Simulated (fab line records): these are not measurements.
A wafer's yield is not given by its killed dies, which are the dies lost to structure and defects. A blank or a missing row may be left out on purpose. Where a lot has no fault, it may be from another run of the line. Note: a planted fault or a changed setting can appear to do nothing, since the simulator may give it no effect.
Comparing a struck lot with a sound one / flow sky130 / 16 out of 708 route steps
Sound: these wafers, L631.1, L631.4, L631.5. Struck: wafers L621.1, L621.3, L621.4. At the end, the cause is stated.
At each step with rows: each side's tool, then ch and its chambers, then its first start. Under that, the readings that differ: sound wafers / struck wafers / difference of the means / sigmas: that difference in standard deviations of wafers without a fault.
alike: a reading whose means differ by less than 2 such deviations, as well as words and numbers matching on both sides. not compared: withheld readings; readings where some wafer has no value; bounds like >300 that might hide an equal value; numbers whose values overlap and for which the record gives no deviation.
The two part at a step that has a row with sigmas, a row that says differs or no value, or rows on one side only. Numbers that have no deviation but don't overlap get no sigmas and don't part them. A reading missing from all wafers of one side parts the sides only when that side holds two or more wafers.

SKY_VIA3_CMP_02: polishes SiO2.
  sound on cmp-02 ch 0,1, day 44 15:17; struck on cmp-01 ch 0,2,3, day 41 06:01
  alike: headPressurePsi, motorCurrentA
SKY_VIA3_BOW_MEAS_03:
  sound: filmMetro-02 at day 44 15:35; struck: filmMetro-04 at day 41 06:19
  alike: VIA3_BOW
then, 8 steps without rows for these wafers: SKY_VIA3_DEHYDRATE_04 (time 60 s); SKY_VIA3_HMDS_05 (prime time 60 s); SKY_VIA3_COAT_06 (resist thk 60 nm); SKY_VIA3_COAT_07 (resist thk 450 nm); SKY_VIA3_SOFTBAKE_08 (time 90 s); SKY_VIA3_EXPOSE_09 (exposes mask VIM3, target cd 200 nm); SKY_VIA3_PEB_10; SKY_VIA3_DEVELOP_11 (develop time 60 s).
SKY_VIA3_CD_MEAS_12: the cd target is 200 nm.
  sound: cdSem-01 at day 45 14:23; struck: cdSem-02 at day 42 06:08
  alike: cdNm
SKY_VIA3_OVL_MEAS_13:
  sound: overlay-02 at day 45 14:31; struck: overlay-01 at day 42 06:15
  alike: VIA3_OVL
SKY_VIA3_ETCH_14: etches BARC in N2/H2, stops on SiO2, time 45.9 s, target depth 60 nm.
  sound on rieDiel-03 ch 0,1,2, day 45 14:33; struck on rieDiel-01 ch 0,1,3, day 42 06:17
  no value came back on the struck wafers for any of 5 readings (biasW (W), chamberPressureMTorr (mTorr) and others); on the sound wafers biasW (W) reads 100.18 100.25 99.85
reading=model.KrF-thick_of_VIA3_COAT_07.thkNm (nm); sound=391 390.5 391.3; struck=435.7 436.3 435.6; difference=+44.9; sigmas=
  not compared: rfHoursCounterH
SKY_VIA3_ETCH_15: etches SiO2 in C4F8/O2/Ar, stops on TiN, target depth 507 nm, time 78 s.
  sound on rieDiel-03 ch 0,1,2, day 45 14:35; struck on rieDiel-01 ch 0,1,3, day 42 06:19
reading=oesProductAu (a.u.); sound=0.940 0.947 0.951; struck=0.376 0.373 0.376; difference=-0.571; sigmas=-99 or more
reading=model.KrF-thick_of_VIA3_COAT_07.thkNm (nm); sound=288.7 288.1 291.2; struck=332.6 334.2 334.2; difference=+44.3; sigmas=
  alike: biasW, chamberPressureMTorr
SKY_VIA3_STRIP_16: strips in O2/N2.
  sound on plasmaAsher-03 ch 0,1, day 45 14:39; struck on plasmaAsher-01 ch 0,1, day 42 06:23
reading=oesProductAu (a.u.); sound=0.403 0.399 0.400; struck=0.421 0.421 0.428; difference=+0.023; sigmas=+5
reading=stripTimeToEndpointS (s); sound=4.109 4.109 4.124; struck=4.554 4.558 4.580; difference=+0.450; sigmas=+21
  alike: drypumpMotorCurrentA
  not compared: rfHoursCounterH
then, 1 step without rows for these wafers: SKY_VIA3_STRIP_17 (strips in post etch residue remover, time 1200 s).

## WHERE THEY PART
Earliest at SKY_VIA3_ETCH_14; latest, in this record, at SKY_VIA3_STRIP_16.

WHY: what the simulator had put in
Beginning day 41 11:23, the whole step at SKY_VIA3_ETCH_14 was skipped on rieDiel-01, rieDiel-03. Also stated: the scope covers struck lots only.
